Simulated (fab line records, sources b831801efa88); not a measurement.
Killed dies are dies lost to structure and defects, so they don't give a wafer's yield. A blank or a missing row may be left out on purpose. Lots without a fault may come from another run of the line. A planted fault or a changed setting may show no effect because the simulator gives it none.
fab line records | flow sky130
record lots=15 wafers=45 last_day=50
route steps=708 shown VT_ADJUST_LVTN@104 VT_ADJUST_HVTR@137 SONOS_TUNNEL@161 SONOS_ONO@173
lots that met no fault: from a run of the same line without faults
start_h: hours from the record's first day to the start of the lot's first wafer shown | wait_h: hours since the lot's step before | " the same as in the row above | L1.1+2: a row that stands for several wafers | - no value, or no start given | * or withheld: withheld | < > ~ a bound
route shown NAME@n: a module of which the file shows steps, and the number in the route of the first | usual: mean/standard deviation of fault-free wafers | same: alike in all rows | chamber/n: place in a boat | sites: the reading at each site | _std_site: their standard deviation | _edge_site: outer sites' mean less inner sites' | radius_mm: how far each site lies from the wafer's centre | mask NAME#n: copy n | behind: the tool/chamber that last shaped the wafer | hold: why the lot was held/for how many hours/how that ended | device: the transistor (n, p or np) that didn't switch | end of line: the same wafers' tests at the end of the route | a step without rows: its recipe alone | killed: dies lost to structure and defects at the first sort, not the wafer's yield | map: a wafer's dies, x killed, . not, _ none there
set.NAME: the setting as run; set.NAME@STEP: as run at that earlier step | model.NAME: the simulator's own value behind a step, which no gauge read
steps of the route over a sample of lots; a table a step, a row a wafer
## steps
# step SKY_VT_ADJUST_LVTN_OVL_MEAS_07
# usual VT_ADJUST_LVTN_OVL=-0.4/1.7
# columns lot.wafer tool chamber start_h wait_h VT_ADJUST_LVTN_OVL[nm]
L974.2 overlay-02 - 145.87 - 0.5
L974.3 " - " " 1.1
L974.4 " - " " 1.5
L975.2 overlay-02 - 149.34 - -1.7
L975.4 " - " " -1.2
L975.5 " - " " -1.5
L978.2 overlay-02 - 172.82 - -3.5
L978.3 " - " " -4.1
L978.6 " - " " -4.2
L979.1 overlay-02 - 179.67 - -1.0
L979.4 " - " " 1.0
L979.5 " - " " 0.5
L980.2 overlay-01 - 185.04 - -0.9
L980.4 " - " " -0.2
L980.6 " - " " -0.6
L982.1 overlay-01 - 195.53 - 1.3
L982.3 " - " " 0.1
L982.4 " - " " 1.0
L986.1 overlay-01 - 224.17 - 2.7
L986.3 " - " " 3.8
L986.4 " - " " 3.0
L987.3 overlay-01 - 225.89 - -1.5
L987.5 " - " " -2.1
L987.6 " - " " -2.2
L988.2 overlay-01 - 236.19 - -1.3
L988.3 " - " " -1.4
L988.6 " - " " -2.4
L991.2 overlay-02 - 254.62 - -0.6
L991.3 " - " " -0.3
L991.6 " - " " -1.7
L993.2 overlay-01 - 270.32 - -0.8
L993.4 " - " " -0.4
L993.5 " - " " -0.8
L994.2 overlay-01 - 279.59 - -2.1
L994.5 " - " " 0.2
L994.6 " - " " -1.8
L995.2 overlay-01 - 284.02 - -2.3
L995.4 " - " " -1.2
L995.5 " - " " -0.9
L996.3 overlay-02 - 289.43 - -0.5
L996.4 " - " " -2.3
L996.5 " - " " -1.6
L997.1 overlay-01 - 296.03 - -0.4
L997.4 " - " " 0.3
L997.6 " - " " -0.8
# step SKY_VT_ADJUST_HVTR_DEVELOP_06
# recipe develop_time_s=60 dev_temp_c=23
# usual chill_plate_temp_C=23.00/0.1 develop_time_s=60/0 exhaust_pa=44.9/0.85
# columns lot.wafer tool chamber start_h wait_h chill_plate_temp_C develop_time_s exhaust_pa
L974.2 litho_track-01 0 209.18 0.1 22.84 60 44.5
L974.3 " 0 " " 22.79 60 45.7
L974.4 " 0 " " 22.88 60 44.9
L975.2 litho_track-01 0 212.88 0.1 22.86 60 44.1
L975.4 " 0 " " 22.96 60 44.5
L975.5 " 0 " " 23.04 60 44.3
L978.2 litho_track-01 0 240.78 0.1 22.84 60 43.5
L978.3 " 0 " " 22.90 60 45.5
L978.6 " 0 " " 22.94 60 45.0
L979.1 litho_track-02 0 247.97 0.1 23.01 60 47.4
L979.4 " 0 " " 22.94 60 46.0
L979.5 " 0 " " 23.03 60 45.7
L980.2 litho_track-04 0 253.91 0.1 23.07 60 44.9
L980.4 " 0 " " 23.13 60 44.4
L980.6 " 0 " " 23.11 60 44.4
L982.1 litho_track-02 0 266.62 0.1 22.98 60 43.3
L982.3 " 0 " " 22.97 60 44.8
L982.4 " 0 " " 23.11 60 43.0
L986.1 litho_track-02 - 298.37 0.1 - - -
L986.3 " - " " - - -
L986.4 " - " " - - -
L987.3 litho_track-04 - 301.23 0.1 - - -
L987.5 " - " " - - -
L987.6 " - " " - - -
L988.2 litho_track-02 - 309.74 0.1 - - -
L988.3 " - " " - - -
L988.6 " - " " - - -
L991.2 litho_track-04 0 332.36 0.1 22.87 60 44.2
L991.3 " 0 " " 23.05 60 44.8
L991.6 " 0 " " 23.00 60 44.5
L993.2 litho_track-04 0 347.86 0.1 23.08 60 44.6
L993.4 " 0 " " 22.93 60 44.2
L993.5 " 0 " " 23.09 60 44.7
L994.2 litho_track-01 0 359.08 0.1 23.00 60 45.3
L994.5 " 0 " " 22.99 60 44.2
L994.6 " 0 " " 22.92 60 44.1
L995.2 litho_track-02 0 361.79 0.1 22.92 60 45.5
L995.4 " 0 " " 23.13 60 45.6
L995.5 " 0 " " 22.97 60 45.6
L996.3 litho_track-01 0 368.86 0.1 22.97 60 45.7
L996.4 " 0 " " 23.15 60 45.6
L996.5 " 0 " " 23.12 60 43.6
L997.1 litho_track-04 0 375.88 0.1 22.85 60 44.9
L997.4 " 0 " " 23.07 60 45.2
L997.6 " 0 " " 23.16 60 43.6
# step SKY_SONOS_TUNNEL_CD_MEAS_07
# recipe target_cd_nm=410
# usual cd_nm=410.9/2.3
# columns lot.wafer tool chamber start_h wait_h cd_nm
L974.2 cd_sem-01 - 256.85 0.1 413.8
L974.3 " - " " 411.9
L974.4 " - " " 409.1
L975.2 cd_sem-01 - 261.44 0.1 411.4
L975.4 " - " " 410.3
L975.5 " - " " 411.3
L978.2 cd_sem-01 - 291.55 0.1 411.2
L978.3 " - " " 409.4
L978.6 " - " " 411.0
L979.1 cd_sem-02 - 298.93 0.1 411.8
L979.4 " - " " 410.6
L979.5 " - " " 411.3
L980.2 cd_sem-02 - 305.64 0.1 414.3
L980.4 " - " " 413.5
L980.6 " - " " 414.4
L982.1 cd_sem-01 - 319.68 0.1 410.8
L982.3 " - " " 409.8
L982.4 " - " " 410.9
L986.1 cd_sem-01 - 351.23 0.1 407.1
L986.3 " - " " 403.9
L986.4 " - " " 405.6
L987.3 cd_sem-02 - 353.77 0.1 412.2
L987.5 " - " " 413.7
L987.6 " - " " 412.4
L988.2 cd_sem-01 - 362.58 0.1 409.4
L988.3 " - " " 406.2
L988.6 " - " " 407.4
L991.2 cd_sem-02 - 388.63 0.1 412.2
L991.3 " - " " 412.6
L991.6 " - " " 413.3
L993.2 cd_sem-02 - 404.20 0.1 407.6
L993.4 " - " " 405.7
L993.5 " - " " 407.3
L994.2 cd_sem-02 - 417.25 0.1 412.2
L994.5 " - " " 411.3
L994.6 " - " " 412.1
L995.2 cd_sem-01 - 420.83 0.1 410.2
L995.4 " - " " 411.7
L995.5 " - " " 411.8
L996.3 cd_sem-01 - 428.07 0.1 409.9
L996.4 " - " " 411.7
L996.5 " - " " 411.1
L997.1 cd_sem-01 - 435.73 0.1 412.1
L997.4 " - " " 410.9
L997.6 " - " " 413.3
# step SKY_SONOS_ONO_THK_MEAS_05
# recipe reads=SiO2_of_SONOS_ONO_CVD_04
# usual SONOS_ONO_CVD_04_THK=5.68/0.14
# columns lot.wafer tool chamber start_h wait_h SONOS_ONO_CVD_04_THK[nm]
L974.2 film_metro-03 - 262.23 0.0 5.65
L974.3 " - " " 5.63
L974.4 " - " " 5.74
L975.2 film_metro-04 - 266.70 0.0 5.59
L975.4 " - " " 5.54
L975.5 " - " " 5.62
L978.2 film_metro-03 - 299.60 0.0 5.77
L978.3 " - " " 5.89
L978.6 " - " " 5.91
L979.1 film_metro-03 - 304.99 0.0 5.88
L979.4 " - " " 5.95
L979.5 " - " " 5.73
L980.2 film_metro-04 - 312.29 0.0 5.54
L980.4 " - " " 5.54
L980.6 " - " " 5.52
L982.1 film_metro-03 - 327.81 0.0 5.39
L982.3 " - " " 5.39
L982.4 " - " " 5.41
L986.1 film_metro-01 - 358.70 0.0 5.59
L986.3 " - " " 5.49
L986.4 " - " " 5.53
L987.3 film_metro-03 - 360.59 0.0 5.69
L987.5 " - " " 5.65
L987.6 " - " " 5.60
L988.2 film_metro-01 - 368.33 0.0 5.42
L988.3 " - " " 5.54
L988.6 " - " " 5.65
L991.2 film_metro-01 - 394.42 0.0 5.81
L991.3 " - " " 5.97
L991.6 " - " " 5.92
L993.2 film_metro-01 - 410.80 0.0 5.73
L993.4 " - " " 5.70
L993.5 " - " " 5.76
L994.2 film_metro-01 - 422.92 0.0 5.52
L994.5 " - " " 5.41
L994.6 " - " " 5.56
L995.2 film_metro-01 - 429.63 0.0 5.74
L995.4 " - " " 5.70
L995.5 " - " " 5.66
L996.3 film_metro-04 - 435.19 0.0 5.78
L996.4 " - " " 5.83
L996.5 " - " " 5.83
L997.1 film_metro-01 - 440.70 0.0 5.63
L997.4 " - " " 5.81
L997.6 " - " " 5.59
## key
first_sign step=SKY_VT_ADJUST_HVTR_DEVELOP_06 reading=tool_record direction=missing
effect none on later readings
met_at SKY_VT_ADJUST_HVTR_DEVELOP_06
struck_lots L986,L987,L988
sort_left_out L986.1,L986.3,L986.4,L987.3,L987.5,L987.6,L988.2,L988.3,L988.6
tester_left_out L986,L987,L988
not_acting_at SKY_VT_ADJUST_LVTN_OVL_MEAS_07,SKY_SONOS_TUNNEL_CD_MEAS_07,SKY_SONOS_ONO_THK_MEAS_05
onset_between 266.62 298.37
fault kind=skipped_step_whole tool=litho_track-02,litho_track-04 chamber=- onset_h=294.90 steps=SKY_VT_ADJUST_HVTR_DEVELOP_06 scope=struck_lots_only
# tester_left_out: of these lots the tester's yield and bins aren't shown, on N5 and GAA mostly nor the transistor test; their killed dies are dies lost to structure and defects alone, not to doping, threshold or leakage, so they don't give the yield
# sort_left_out: the simulated sort isn't trusted on such a fault, so these wafers' sort isn't shown, and their yield isn't known
